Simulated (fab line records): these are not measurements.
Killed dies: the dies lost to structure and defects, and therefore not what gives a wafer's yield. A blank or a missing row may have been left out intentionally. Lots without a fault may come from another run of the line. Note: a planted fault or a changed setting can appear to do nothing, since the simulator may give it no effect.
fab line records + flow sfqLine
record
- lots=6
- wafers=18
- lastDay=91
route steps=325 shown I4@170 JJ@178
lots that met no fault: taken from a fault-free run of the same line
startH: hours from the record's first day to the start of the lot's first wafer shown + waitH: how many hours have passed since the lot's step before this one + " unchanged from the row above + L1.1+2: a single row standing in for several wafers + - no value, or no start was given + * or withheld: withheld + < > ~ a bound
route shown NAME@n: a module of which the file shows steps, and the number in the route of the first + usual: mean/standard deviation of fault-free wafers + same: alike in all rows + chamber/n: place in a boat + sites: per-site readings + _std_site: the standard deviation of these + _edge_site: outer sites' mean less inner sites' + radiusMm: how far each site lies from the wafer's centre + mask NAME#n: copy n + behind: the tool/chamber that last shaped the wafer + hold: cause of the lot's hold/its duration in hours/its outcome + device: the n, p or np transistor that did not switch + end of line: the route-end tests of the same wafers + where a step has no rows: the recipe by itself + killed: not the wafer's yield, but the dies lost to structure and defects at the first sort + map: the dies of a wafer, with x for killed, . for not killed, _ for no die there
set.NAME: the setting the step ran with; set.NAME@STEP: the setting that earlier step ran with + model.NAME: the simulator's own value behind a step, which no gauge read
lots at selected steps of the route; one table per step, one row per wafer
services: when a tool's chamber went out of use (startH, in hours from the record's first day, below 0 if earlier), for how many hours, and the reason
## steps
# step SFQ_TRILAYER_I4_VIA_LITHO_EXPOSE_104
# recipe
- maskId=I4
- na=0.6
- sourceShape=conventional
- sigmaOuter=0.65
- targetCdNm=700
- doseMj=21.3
# step SFQ_TRILAYER_I4_VIA_LITHO_PEB_106
# recipe
- pebTempC=115
- pebTimeS=60
- resist=KrF
# step SFQ_TRILAYER_I4_VIA_LITHO_DEVELOP_105
# recipe
- timeS=60
- resist=KrF
# step SFQ_I4_OVL_MEAS_928
# usual
- I4_OVL=3/5.4
| lot.wafer | tool       | chamber | startH  | waitH | I4_OVL[nm] |
|-----------|------------|---------|---------|-------|------------|
| L128.2    | overlay-01 | -       | 1199.87 | 0.1   | 9          |
| L128.5    | "          | -       | "       | "     | 8          |
| L128.6    | "          | -       | "       | "     | 5          |
| L137.1    | overlay-01 | -       | 1301.20 | 0.1   | 4          |
| L137.3    | "          | -       | "       | "     | 7          |
| L137.4    | "          | -       | "       | "     | 0          |
| L142.3    | overlay-01 | -       | 1337.79 | 0.1   | -8         |
| L142.4    | "          | -       | "       | "     | -10        |
| L142.5    | "          | -       | "       | "     | -8         |
| L143.1    | overlay-02 | -       | 1365.36 | 0.1   | -7         |
| L143.2    | "          | -       | "       | "     | 2          |
| L143.5    | "          | -       | "       | "     | -7         |
| L144.1    | overlay-01 | -       | 1367.68 | 0.1   | 5          |
| L144.3    | "          | -       | "       | "     | 8          |
| L144.6    | "          | -       | "       | "     | 15         |
| L149.2    | overlay-01 | -       | 1522.79 | 0.1   | 0          |
| L149.4    | "          | -       | "       | "     | -1         |
| L149.6    | "          | -       | "       | "     | -3         |
# step SFQ_TRILAYER_I4_VIA_BARC_OPEN_VIA_ETCH_146
# recipe
- maskMaterial=PR
- chemistry=O2
- targetDepthNm=125
- target=BARC
- sourceW=480.5
- biasW=80
- pressureMtorr=30
- timeS=41.7
# usual
- biasW=79.97/0.26
- drypumpMotorCurrentA=5.7/0.38
- oesProductAu=0.686/0.0041
| lot.wafer | tool       | chamber | startH  | waitH | biasW | drypumpMotorCurrentA | oesProductAu | rfHoursCounterH |
|-----------|------------|---------|---------|-------|-------|----------------------|--------------|-----------------|
| L128.2    | rieDiel-01 | 3       | 1199.90 | 0.0   | 80.23 | 5.9                  | 0.680        | 0               |
| L128.5    | "          | 2       | "       | "     | 80.05 | 6.3                  | 0.685        | -               |
| L128.6    | "          | 1       | "       | "     | 79.57 | 5.8                  | 0.682        | -               |
| L137.1    | rieDiel-02 | 2       | 1301.24 | 0.0   | 80.25 | 6.1                  | 0.687        | 13              |
| L137.3    | "          | 0       | "       | "     | 80.02 | 5.1                  | 0.692        | 10              |
| L137.4    | "          | 1       | "       | "     | 79.17 | 6.0                  | 0.686        | 12              |
| L142.3    | rieDiel-03 | 1       | 1337.81 | 0.0   | 80.02 | 5.9                  | 0.682        | 13              |
| L142.4    | "          | 3       | "       | "     | 79.77 | 6.0                  | 0.689        | 1               |
| L142.5    | "          | 0       | "       | "     | 79.88 | 5.2                  | 0.688        | -               |
| L143.1    | rieDiel-02 | 3       | 1365.39 | 0.0   | 80.03 | 5.4                  | 0.686        | 11              |
| L143.2    | "          | 0       | "       | "     | 80.16 | 5.1                  | 0.689        | 11              |
| L143.5    | "          | 1       | "       | "     | 79.81 | 6.0                  | 0.680        | -               |
| L144.1    | rieDiel-02 | 1       | 1367.71 | 0.0   | 79.88 | 6.0                  | 0.682        | 13              |
| L144.3    | "          | 3       | "       | "     | 80.60 | 5.5                  | 0.680        | 11              |
| L144.6    | "          | 0       | "       | "     | 80.00 | 5.1                  | 0.682        | -               |
| L149.2    | rieDiel-03 | 3       | 1522.82 | 0.0   | 80.19 | 6.0                  | 0.694        | 5               |
| L149.4    | "          | 0       | "       | "     | 79.75 | 5.2                  | 0.692        | 10              |
| L149.6    | "          | 0       | "       | "     | 79.36 | 5.1                  | 0.688        | -               |
# step SFQ_TRILAYER_I4_VIA_ETCH_VIA_ETCH_106
# recipe
- target=SiO2
- stopOn=Nb
- maskMaterial=PR
- taperDeg=20
- chemistry=CHF3
- targetDepthNm=260
- sourceW=500
- biasW=80
- pressureMtorr=30
- timeS=withheld
# usual
- biasW=79.99/0.22
- drypumpMotorCurrentA=5.7/0.38
- oesProductAu=0.855/0.005
| lot.wafer | tool       | chamber | startH  | waitH | biasW | drypumpMotorCurrentA | oesProductAu |
|-----------|------------|---------|---------|-------|-------|----------------------|--------------|
| L128.2    | rieDiel-01 | 3       | 1199.94 | 0.0   | 79.87 | 5.9                  | 0.853        |
| L128.5    | "          | 2       | "       | "     | 80.15 | 6.3                  | 0.850        |
| L128.6    | "          | 1       | "       | "     | 80.30 | 5.8                  | 0.846        |
| L137.1    | rieDiel-02 | 2       | 1301.28 | 0.0   | 80.29 | 6.1                  | 0.860        |
| L137.3    | "          | 0       | "       | "     | 79.65 | 5.1                  | 0.848        |
| L137.4    | "          | 1       | "       | "     | 79.95 | 6.0                  | 0.858        |
| L142.3    | rieDiel-03 | 1       | 1337.85 | 0.0   | 80.02 | 5.9                  | 0.852        |
| L142.4    | "          | 3       | "       | "     | 79.93 | 6.0                  | 0.859        |
| L142.5    | "          | 0       | "       | "     | 79.98 | 5.2                  | 0.858        |
| L143.1    | rieDiel-02 | 3       | 1365.43 | 0.0   | 79.90 | 5.4                  | 0.845        |
| L143.2    | "          | 0       | "       | "     | 79.70 | 5.1                  | 0.862        |
| L143.5    | "          | 1       | "       | "     | 79.90 | 6.0                  | 0.858        |
| L144.1    | rieDiel-02 | 1       | 1367.75 | 0.0   | 80.20 | 6.0                  | 0.850        |
| L144.3    | "          | 3       | "       | "     | 79.99 | 5.4                  | 0.858        |
| L144.6    | "          | 0       | "       | "     | 79.82 | 5.1                  | 0.847        |
| L149.2    | rieDiel-03 | 3       | 1522.86 | 0.0   | 79.98 | 6.0                  | 0.861        |
| L149.4    | "          | 0       | "       | "     | 79.97 | 5.2                  | 0.853        |
| L149.6    | "          | 0       | "       | "     | 79.74 | 5.2                  | 0.856        |
# step SFQ_TRILAYER_I4_VIA_STRIP_STRIP_107
# recipe
- gas=O2
- powerW=200
- platenTempC=40
- overashFraction=0.65
- chemistry=O2
- pressureMtorr=50
# step SFQ_TRILAYER_I4_VIA_STRIP_SOLV_CLEAN_108
# recipe
- chemistry=NMP
- tempC=70
- timeS=600
# step SFQ_TRILAYER_JJ_TRILAYER_DEP_PRE_CLEAN_113
# recipe
- gas=Ar
- timeS=22.5
- biasV=250
# step SFQ_TRILAYER_JJ_TRILAYER_DEP_SPUTTER_109
# recipe
- material=Nb
- basePressurePa=1.33e-06
- chamberPressurePa=0.1333
- substrateTempC=20
- targetThkNm=150
- powerW=2000
- timeS=100
# step SFQ_TRILAYER_JJ_TRILAYER_DEP_SPUTTER_110
# recipe
- material=Al
- basePressurePa=1.33e-06
- targetThkNm=8
- powerW=500
- timeS=10
- chamberPressurePa=0.4
# usual
- throttleValvePct=30.2/1.1
| lot.wafer | tool          | chamber | startH  | waitH | throttleValvePct |
|-----------|---------------|---------|---------|-------|------------------|
| L128.2    | pvdSputter-05 | -       | 1200.94 | 0.0   | 30.9             |
| L128.5    | "             | -       | "       | "     | 30.4             |
| L128.6    | "             | -       | "       | "     | 30.1             |
| L137.1    | pvdSputter-04 | -       | 1302.27 | 0.0   | 29.2             |
| L137.3    | "             | -       | "       | "     | 31.0             |
| L137.4    | "             | -       | "       | "     | 29.8             |
| L142.3    | pvdSputter-04 | -       | 1338.84 | 0.0   | 30.9             |
| L142.4    | "             | -       | "       | "     | 31.2             |
| L142.5    | "             | -       | "       | "     | 29.7             |
| L143.1    | pvdSputter-04 | -       | 1366.42 | 0.0   | 29.7             |
| L143.2    | "             | -       | "       | "     | 30.7             |
| L143.5    | "             | -       | "       | "     | 30.9             |
| L144.1    | pvdSputter-03 | -       | 1368.74 | 0.0   | 27.7             |
| L144.3    | "             | -       | "       | "     | 31.8             |
| L144.6    | "             | -       | "       | "     | 30.7             |
| L149.2    | pvdSputter-03 | -       | 1524.02 | 0.0   | 31.4             |
| L149.4    | "             | -       | "       | "     | 30.5             |
| L149.6    | "             | -       | "       | "     | 30.2             |
# step SFQ_TRILAYER_JJ_TRILAYER_DEP_AL_OXIDATION_111
# recipe
- pressureMbar=0.014667
- oxidationTimeS=600
- temperatureK=293
# step SFQ_TRILAYER_JJ_TRILAYER_DEP_SPUTTER_112
# recipe
- material=Nb
- basePressurePa=1.33e-06
- chamberPressurePa=0.1333
- substrateTempC=20
- targetThkNm=170
- powerW=2000
- timeS=113.3
# usual
- throttleValvePct=30.2/1.1
| lot.wafer | tool          | chamber | startH  | waitH | throttleValvePct |
|-----------|---------------|---------|---------|-------|------------------|
| L128.2    | pvdSputter-05 | -       | 1201.96 | 0.5   | 30.6             |
| L128.5    | "             | -       | "       | "     | 30.4             |
| L128.6    | "             | -       | "       | "     | 30.2             |
| L137.1    | pvdSputter-04 | -       | 1303.29 | 0.5   | 28.9             |
| L137.3    | "             | -       | "       | "     | 30.8             |
| L137.4    | "             | -       | "       | "     | 29.8             |
| L142.3    | pvdSputter-04 | -       | 1339.86 | 0.5   | 31.0             |
| L142.4    | "             | -       | "       | "     | 31.0             |
| L142.5    | "             | -       | "       | "     | 30.2             |
| L143.1    | pvdSputter-04 | -       | 1367.45 | 0.5   | 29.9             |
| L143.2    | "             | -       | "       | "     | 31.1             |
| L143.5    | "             | -       | "       | "     | 31.0             |
| L144.1    | pvdSputter-03 | -       | 1369.76 | 0.5   | 27.8             |
| L144.3    | "             | -       | "       | "     | 31.8             |
| L144.6    | "             | -       | "       | "     | 30.7             |
| L149.2    | pvdSputter-03 | -       | 1525.05 | 0.5   | 31.8             |
| L149.4    | "             | -       | "       | "     | 30.4             |
| L149.6    | "             | -       | "       | "     | 30.2             |
# step SFQ_JJ_RS_MEAS_929
# recipe
- thkMeasGauge=four-point-probe
- reads=Nb_of_TRILAYER_JJ_TRILAYER_DEP_SPUTTER_112
# usual
- JJ_NB_RS=1.049/0.012
| lot.wafer | tool         | chamber | startH  | waitH | JJ_NB_RS[ohm/sq] |
|-----------|--------------|---------|---------|-------|------------------|
| L128.2    | filmMetro-03 | -       | 1202.06 | 0.1   | 1.038            |
| L128.5    | "            | -       | "       | "     | 1.039            |
| L128.6    | "            | -       | "       | "     | 1.044            |
| L137.1    | filmMetro-03 | -       | 1303.37 | 0.0   | 1.046            |
| L137.3    | "            | -       | "       | "     | 1.046            |
| L137.4    | "            | -       | "       | "     | 1.047            |
| L142.3    | filmMetro-04 | -       | 1339.98 | 0.1   | 1.239            |
| L142.4    | "            | -       | "       | "     | 1.056            |
| L142.5    | "            | -       | "       | "     | 1.055            |
| L143.1    | filmMetro-03 | -       | 1367.53 | 0.0   | 1.062            |
| L143.2    | "            | -       | "       | "     | 1.256            |
| L143.5    | "            | -       | "       | "     | 1.254            |
| L144.1    | filmMetro-03 | -       | 1369.84 | 0.0   | 1.033            |
| L144.3    | "            | -       | "       | "     | 1.049            |
| L144.6    | "            | -       | "       | "     | 1.044            |
| L149.2    | filmMetro-04 | -       | 1525.15 | 0.1   | 1.040            |
| L149.4    | "            | -       | "       | "     | 1.046            |
| L149.6    | "            | -       | "       | "     | 1.056            |
# step SFQ_TRILAYER_JJ_CE_LITHO_COAT_119
# recipe
- resist=BARC
- spinRpm=3000
- resistThkNm=62
# step SFQ_TRILAYER_JJ_CE_LITHO_COAT_114
# recipe
- resist=KrF
- spinRpm=3000
- resistThkNm=600
# step SFQ_TRILAYER_JJ_CE_LITHO_SOFTBAKE_118
# recipe
- tempC=withheld
- timeS=withheld
- resist=KrF
# step SFQ_TRILAYER_JJ_CE_LITHO_EXPOSE_115
# recipe
- maskId=J5
- na=0.6
- sourceShape=conventional
- sigmaOuter=0.65
- targetCdNm=700
- doseMj=14.4
# step SFQ_TRILAYER_JJ_CE_LITHO_PEB_117
# recipe
- pebTempC=115
- pebTimeS=60
- resist=KrF
# step SFQ_TRILAYER_JJ_CE_LITHO_DEVELOP_116
# recipe
- timeS=60
- resist=KrF
# step SFQ_JJ_OVL_MEAS_931
# usual
- J5_OVL=2/4.8
| lot.wafer | tool       | chamber | startH  | waitH | J5_OVL[nm] |
|-----------|------------|---------|---------|-------|------------|
| L128.2    | overlay-02 | -       | 1204.83 | 0.1   | -8         |
| L128.5    | "          | -       | "       | "     | -4         |
| L128.6    | "          | -       | "       | "     | 4          |
| L137.1    | overlay-02 | -       | 1305.80 | 0.1   | 1          |
| L137.3    | "          | -       | "       | "     | 2          |
| L137.4    | "          | -       | "       | "     | 4          |
| L142.3    | overlay-01 | -       | 1342.75 | 0.1   | 0          |
| L142.4    | "          | -       | "       | "     | 2          |
| L142.5    | "          | -       | "       | "     | 3          |
| L143.1    | overlay-02 | -       | 1370.68 | 0.1   | 5          |
| L143.2    | "          | -       | "       | "     | 11         |
| L143.5    | "          | -       | "       | "     | 8          |
| L144.1    | overlay-02 | -       | 1372.27 | 0.1   | 9          |
| L144.3    | "          | -       | "       | "     | 6          |
| L144.6    | "          | -       | "       | "     | 1          |
| L149.2    | overlay-01 | -       | 1527.67 | 0.1   | 8          |
| L149.4    | "          | -       | "       | "     | 10         |
| L149.6    | "          | -       | "       | "     | 11         |
# step SFQ_TRILAYER_JJ_CE_METRO_MEASURE_117
# usual
- cdNm=699.9/1.3
| lot.wafer | tool     | chamber | startH  | waitH | cdNm  |
|-----------|----------|---------|---------|-------|-------|
| L128.2    | cdSem-02 | -       | 1205.06 | 0.2   | 698.8 |
| L128.5    | "        | -       | "       | "     | 698.3 |
| L128.6    | "        | -       | "       | "     | 698.3 |
| L137.1    | cdSem-02 | -       | 1305.84 | 0.0   | 698.1 |
| L137.3    | "        | -       | "       | "     | 698.7 |
| L137.4    | "        | -       | "       | "     | 698.1 |
| L142.3    | cdSem-01 | -       | 1343.17 | 0.4   | 699.4 |
| L142.4    | "        | -       | "       | "     | 698.7 |
| L142.5    | "        | -       | "       | "     | 701.2 |
| L143.1    | cdSem-02 | -       | 1370.71 | 0.0   | 700.1 |
| L143.2    | "        | -       | "       | "     | 700.0 |
| L143.5    | "        | -       | "       | "     | 700.3 |
| L144.1    | cdSem-01 | -       | 1372.31 | 0.0   | 700.4 |
| L144.3    | "        | -       | "       | "     | 700.6 |
| L144.6    | "        | -       | "       | "     | 700.8 |
| L149.2    | cdSem-02 | -       | 1527.90 | 0.2   | 699.3 |
| L149.4    | "        | -       | "       | "     | 700.5 |
| L149.6    | "        | -       | "       | "     | 700.6 |
# step SFQ_TRILAYER_JJ_CE_BARC_OPEN_RIE_150
# recipe
- maskMaterial=PR
- chemistry=O2
- targetDepthNm=240
- target=BARC
- icpW=600
- biasW=80
- pressureMtorr=10
- timeS=80
# usual
- biasW=79.99/0.24
- drypumpMotorCurrentA=5.7/0.45
- heBacksideLeakSccm=3.4/0.43
- oesProductAu=0.537/0.0046
| lot.wafer | tool        | chamber | startH  | waitH | biasW | drypumpMotorCurrentA | heBacksideLeakSccm | oesProductAu | rfHoursCounterH |
|-----------|-------------|---------|---------|-------|-------|----------------------|--------------------|--------------|-----------------|
| L128.2    | rieMetal-02 | 1       | 1206.06 | 0.8   | 79.55 | 5.4                  | 3.3                | 0.537        | 106             |
| L128.5    | "           | 0       | "       | "     | 80.09 | 6.3                  | 3.2                | 0.534        | -               |
| L128.6    | "           | 1       | "       | "     | 79.91 | 5.5                  | 3.3                | 0.532        | -               |
| L137.1    | rieMetal-04 | 1       | 1307.04 | 1.0   | 80.07 | 5.8                  | 3.2                | 0.532        | 8               |
| L137.3    | "           | 0       | "       | "     | 80.08 | 5.1                  | 3.3                | 0.544        | -               |
| L137.4    | "           | 1       | "       | "     | 79.68 | 5.8                  | 3.1                | 0.536        | -               |
| L142.3    | rieMetal-02 | 1       | 1344.00 | 0.6   | 79.98 | 5.4                  | 3.4                | 0.540        | -               |
| L142.4    | "           | 0       | "       | "     | 80.16 | 6.3                  | 3.3                | 0.526        | -               |
| L142.5    | "           | 1       | "       | "     | 80.04 | 5.4                  | 3.3                | 0.538        | -               |
| L143.1    | rieMetal-03 | 0       | 1371.91 | 1.0   | 79.76 | 6.1                  | 3.6                | 0.538        | 79              |
| L143.2    | "           | 1       | "       | "     | 79.83 | 6.0                  | 3.3                | 0.534        | 22              |
| L143.5    | "           | 0       | "       | "     | 79.95 | 6.1                  | 3.6                | 0.539        | -               |
| L144.1    | rieMetal-03 | 0       | 1373.51 | 1.0   | 79.72 | 6.1                  | 3.7                | 0.541        | 79              |
| L144.3    | "           | 1       | "       | "     | 79.94 | 6.0                  | 3.1                | 0.540        | -               |
| L144.6    | "           | 1       | "       | "     | 79.97 | 6.0                  | 3.2                | 0.539        | -               |
| L149.2    | rieMetal-04 | 0       | 1528.90 | 0.8   | 79.54 | 5.1                  | 3.2                | 0.541        | 121             |
| L149.4    | "           | 1       | "       | "     | 79.81 | 5.9                  | 3.2                | 0.533        | -               |
| L149.6    | "           | 1       | "       | "     | 79.72 | 5.8                  | 3.1                | 0.537        | -               |
# step SFQ_TRILAYER_JJ_CE_ETCH_RIE_118
# recipe
- target=Nb
- stopOn=Al2O3
- maskMaterial=PR
- taperDeg=13.257
- overEtchFrac=0.15
- timeS=97.7
- chemistry=SF6
- targetDepthNm=170
- icpW=600
- biasW=80
- pressureMtorr=10
# usual
- biasW=79.99/0.26
- drypumpMotorCurrentA=5.7/0.46
- heBacksideLeakSccm=3.38/0.21
- oesProductAu=0.989/0.0064
| lot.wafer | tool        | chamber | startH  | waitH | biasW | drypumpMotorCurrentA | heBacksideLeakSccm | oesProductAu | rfHoursCounterH |
|-----------|-------------|---------|---------|-------|-------|----------------------|--------------------|--------------|-----------------|
| L128.2    | rieMetal-02 | 1       | 1206.15 | 0.1   | 79.87 | 5.4                  | 3.35               | 0.988        | 106             |
| L128.5    | "           | 0       | "       | "     | 79.28 | 6.3                  | 3.36               | 0.988        | -               |
| L128.6    | "           | 1       | "       | "     | 79.79 | 5.4                  | 3.22               | 0.980        | -               |
| L137.1    | rieMetal-04 | 1       | 1307.13 | 0.1   | 79.96 | 5.8                  | 3.11               | 0.988        | 8               |
| L137.3    | "           | 0       | "       | "     | 80.00 | 5.1                  | 3.59               | 0.986        | -               |
| L137.4    | "           | 1       | "       | "     | 79.78 | 5.8                  | 3.19               | 0.990        | -               |
| L142.3    | rieMetal-02 | 1       | 1344.10 | 0.1   | 80.02 | 5.4                  | 3.49               | 0.904        | -               |
| L142.4    | "           | 0       | "       | "     | 80.13 | 6.3                  | 3.26               | 0.980        | -               |
| L142.5    | "           | 1       | "       | "     | 80.17 | 5.4                  | 3.48               | 0.986        | -               |
| L143.1    | rieMetal-03 | 0       | 1372.01 | 0.1   | 79.64 | 6.1                  | 3.59               | 0.981        | 79              |
| L143.2    | "           | 1       | "       | "     | 80.60 | 6.0                  | 3.49               | 0.903        | 22              |
| L143.5    | "           | 0       | "       | "     | 79.67 | 6.1                  | 3.64               | 0.914        | -               |
| L144.1    | rieMetal-03 | 0       | 1373.60 | 0.1   | 79.87 | 6.1                  | 3.64               | 1.004        | 79              |
| L144.3    | "           | 1       | "       | "     | 79.76 | 6.0                  | 3.38               | 0.989        | -               |
| L144.6    | "           | 1       | "       | "     | 80.06 | 6.0                  | 3.39               | 1.003        | -               |
| L149.2    | rieMetal-04 | 0       | 1528.99 | 0.1   | 79.98 | 5.1                  | 3.59               | 0.996        | 122             |
| L149.4    | "           | 1       | "       | "     | 80.37 | 5.8                  | 3.22               | 1.000        | -               |
| L149.6    | "           | 1       | "       | "     | 79.80 | 5.8                  | 3.26               | 0.982        | -               |
# step SFQ_TRILAYER_JJ_ANODIZE_ANODIZE_119
# recipe
- currentDensityMaCm2=withheld
- endCurrentDensityMaCm2=withheld
- bathTempC=withheld
## services
| tool          | chamber | startH  | hours | kind   |
|---------------|---------|---------|-------|--------|
| rieDiel-02    | 1       | 1176.34 | 29.6  | repair |
| rieMetal-03   | -       | 1182.65 | 0.5   | repair |
| rieMetal-02   | -       | 1189.74 | 2.8   | pm     |
| pvdSputter-03 | -       | 1191.40 | 0.7   | repair |
| cdSem-02      | -       | 1206.27 | 2.6   | pm     |
| rieMetal-02   | -       | 1219.29 | 0.8   | repair |
| cdSem-02      | -       | 1229.67 | 1.9   | pm     |
| cdSem-02      | -       | 1246.61 | 24.7  | repair |
| pvdSputter-04 | -       | 1248.97 | 8.8   | repair |
| rieDiel-03    | -       | 1268.17 | 2.0   | repair |
| rieDiel-02    | 2       | 1268.24 | 15.8  | repair |
| rieMetal-03   | -       | 1268.64 | 2.8   | pm     |
| cdSem-02      | -       | 1271.29 | 0.7   | pm     |
| rieDiel-02    | 3       | 1292.72 | 6.1   | repair |
| rieMetal-02   | -       | 1295.42 | 1.4   | pm     |
| cdSem-02      | -       | 1301.08 | 2.4   | pm     |
| cdSem-02      | -       | 1345.71 | 1.0   | pm     |
| rieMetal-04   | -       | 1353.39 | 2.8   | pm     |
| rieDiel-02    | 3       | 1379.43 | 6.4   | repair |
| cdSem-02      | -       | 1390.27 | 1.0   | pm     |
| rieDiel-02    | 1       | 1447.15 | 15.0  | repair |
| rieDiel-02    | 2       | 1449.72 | 5.0   | repair |
| rieDiel-02    | -       | 1462.57 | 0.8   | repair |
| rieDiel-02    | 1       | 1486.54 | 6.0   | repair |
## key
firstSign
- step=SFQ_JJ_RS_MEAS_929
- reading=JJ_NB_RS
- direction=up
- sigmas=17
- usual=1.049
- struck=1.249
effect
- step=SFQ_TRILAYER_JJ_CE_ETCH_RIE_118
- reading=oesProductAu
- direction=down
- sigmas=13
- usual=0.989
- struck=0.907
metAt SFQ_TRILAYER_JJ_TRILAYER_DEP_SPUTTER_112
struckWafers L142.3,L143.2,L143.5
onsetBetween 1303.29 1339.86
fault
- kind=siteProfileDrift
- tool=pvdSputter-04
- chamber=-
- onsetH=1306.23
- steps=SFQ_TRILAYER_JJ_TRILAYER_DEP_SPUTTER_112
- basis=fraction
- maxAbsDrift=0.28623
- slopeSharePerHr=63.606
- sitePattern=0,0,0,0,0,-1,-1,-1,-1
- scope=struckWafersOnly
